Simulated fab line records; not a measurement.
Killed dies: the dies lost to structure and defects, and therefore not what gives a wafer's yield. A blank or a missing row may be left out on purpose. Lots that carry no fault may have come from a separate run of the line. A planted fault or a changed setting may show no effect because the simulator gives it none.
fab line records -- flow sky130
record lots=14, wafers=42, last_day=49
route steps=708 shown VIA4@656
lots with no fault: from the same line, run without faults
start_h: start of the lot's first displayed wafer, in hours after the record's first day -- wait_h: time in hours since the lot's previous step -- " unchanged from the row above -- L1.1+2: a row that stands for several wafers -- - value missing, or start not given -- * or withheld: withheld -- < > ~ a bound
route shown NAME@n: names a module that has steps shown in the file, with the first one's number in the route -- usual: the fault-free wafers' mean and standard deviation -- same: alike in all rows -- chamber/n: place in a boat -- sites: readings site by site -- _std_site: how widely they spread, as a standard deviation -- _edge_site: outer sites' mean less inner sites' -- radius_mm: how far each site lies from the wafer's centre -- mask NAME#n: copy n -- behind: tool/chamber where the wafer was last shaped -- hold: cause of the lot's hold/its duration in hours/its outcome -- device: names the non-switching transistor (n, p or np) -- end of line: the tests these same wafers got at the end of their route -- for a step that has no rows: nothing shown but its recipe -- killed: count of dies lost to structure and defects at first sort (not the wafer's yield) -- map: the dies of a wafer, with x for killed, . for not killed, _ for no die there
set.NAME: the setting that was run; set.NAME@STEP: the one run at that earlier step -- model.NAME: the simulator's own value behind a step, which no gauge read
route steps across a sampled set of lots; one table per step, one row per wafer
services: from which hour (start_h, from the record's first day; less than 0 if before it) a tool's chamber was out of use, for how many hours, and why
## steps
# step SKY_VIA4_SPUTTER_17
# recipe material=TiN, target_thk_nm=20, chamber_pressure_pa=5, power_w=4000, time_s=80
# usual chamber_pressure_pa=5.000/0.0097, throttle_valve_pct=30.0/1.1
lot.wafer,tool,chamber,start_h,wait_h,chamber_pressure_pa,throttle_valve_pct
L888.4,pvd_sputter-04,-,983.72,0.0,5.011,31.8
L888.5,pvd_sputter-04,-,983.72,0.0,5.005,27.8
L888.6,pvd_sputter-04,-,983.72,0.0,5.006,31.9
L889.3,pvd_sputter-02,-,994.18,0.0,4.995,29.3
L889.4,pvd_sputter-02,-,994.18,0.0,5.000,29.0
L889.5,pvd_sputter-02,-,994.18,0.0,5.004,30.6
L890.3,pvd_sputter-04,-,1004.77,0.0,4.995,30.7
L890.5,pvd_sputter-04,-,1004.77,0.0,5.006,31.5
L890.6,pvd_sputter-04,-,1004.77,0.0,4.998,27.7
L891.3,pvd_sputter-04,-,1008.93,0.0,4.991,27.6
L891.4,pvd_sputter-04,-,1008.93,0.0,4.997,30.4
L891.6,pvd_sputter-04,-,1008.93,0.0,4.998,31.8
L892.2,pvd_sputter-01,-,1016.98,0.0,5.014,28.7
L892.4,pvd_sputter-01,-,1016.98,0.0,4.988,29.7
L892.6,pvd_sputter-01,-,1016.98,0.0,5.009,28.3
L900.1,pvd_sputter-02,-,1076.69,0.0,5.007,30.8
L900.4,pvd_sputter-02,-,1076.69,0.0,4.992,30.8
L900.5,pvd_sputter-02,-,1076.69,0.0,5.005,30.9
L901.4,pvd_sputter-02,-,1081.81,0.0,3.667,36.2
L901.5,pvd_sputter-02,-,1081.81,0.0,5.007,29.1
L901.6,pvd_sputter-02,-,1081.81,0.0,5.016,30.7
L902.2,pvd_sputter-02,-,1086.96,0.0,5.007,30.8
L902.3,pvd_sputter-02,-,1086.96,0.0,3.662,36.2
L902.5,pvd_sputter-02,-,1086.96,0.0,4.992,30.6
L903.1,pvd_sputter-01,-,1094.57,0.0,5.004,29.4
L903.5,pvd_sputter-01,-,1094.57,0.0,4.986,29.5
L903.6,pvd_sputter-01,-,1094.57,0.0,5.006,29.6
L904.1,pvd_sputter-04,-,1100.52,0.0,5.020,30.7
L904.2,pvd_sputter-04,-,1100.52,0.0,4.986,27.7
L904.4,pvd_sputter-04,-,1100.52,0.0,4.991,30.3
L905.1,pvd_sputter-01,-,1105.53,0.0,5.001,29.6
L905.4,pvd_sputter-01,-,1105.53,0.0,5.014,29.8
L905.6,pvd_sputter-01,-,1105.53,0.0,5.017,29.4
L906.2,pvd_sputter-01,-,1114.12,0.0,4.997,29.6
L906.4,pvd_sputter-01,-,1114.12,0.0,4.999,30.6
L906.5,pvd_sputter-01,-,1114.12,0.0,5.001,29.0
L909.1,pvd_sputter-04,-,1130.84,0.0,4.996,31.6
L909.2,pvd_sputter-04,-,1130.84,0.0,5.003,27.9
L909.4,pvd_sputter-04,-,1130.84,0.0,4.983,30.4
L910.2,pvd_sputter-04,-,1131.99,0.0,4.998,31.4
L910.4,pvd_sputter-04,-,1131.99,0.0,5.015,30.1
L910.6,pvd_sputter-04,-,1131.99,0.0,5.019,30.5
## services
tool,chamber,start_h,hours,kind
pvd_sputter-02,-,1026.93,14.8,repair
pvd_sputter-04,-,1034.14,2.7,repair
pvd_sputter-01,-,1078.96,7.6,repair
pvd_sputter-01,-,1083.45,3.5,repair
pvd_sputter-02,-,1124.26,5.4,repair
pvd_sputter-01,-,1130.21,2.6,repair
## key
first_sign step=SKY_VIA4_SPUTTER_17, reading=chamber_pressure_pa, direction=down, sigmas=99+, usual=5.000, struck=3.665
effect step=SKY_VIA4_SPUTTER_17, reading=throttle_valve_pct, direction=up, sigmas=5.6, usual=30.0, struck=36.2
met_at SKY_VIA4_SPUTTER_17
struck_lots L901,L902
struck_wafers L901.4,L902.3
onset_between 1076.69 1081.81
fault kind=process_parameter_drift, tool=pvd_sputter-02, chamber=-, onset_h=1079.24, steps=SKY_VIA4_SPUTTER_17, channel=chamber_pressure_pa, offset=-1.3376, shape=step, end_h=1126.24, acts_in=these_recipes_only, stated=5, scope=struck_wafers_only
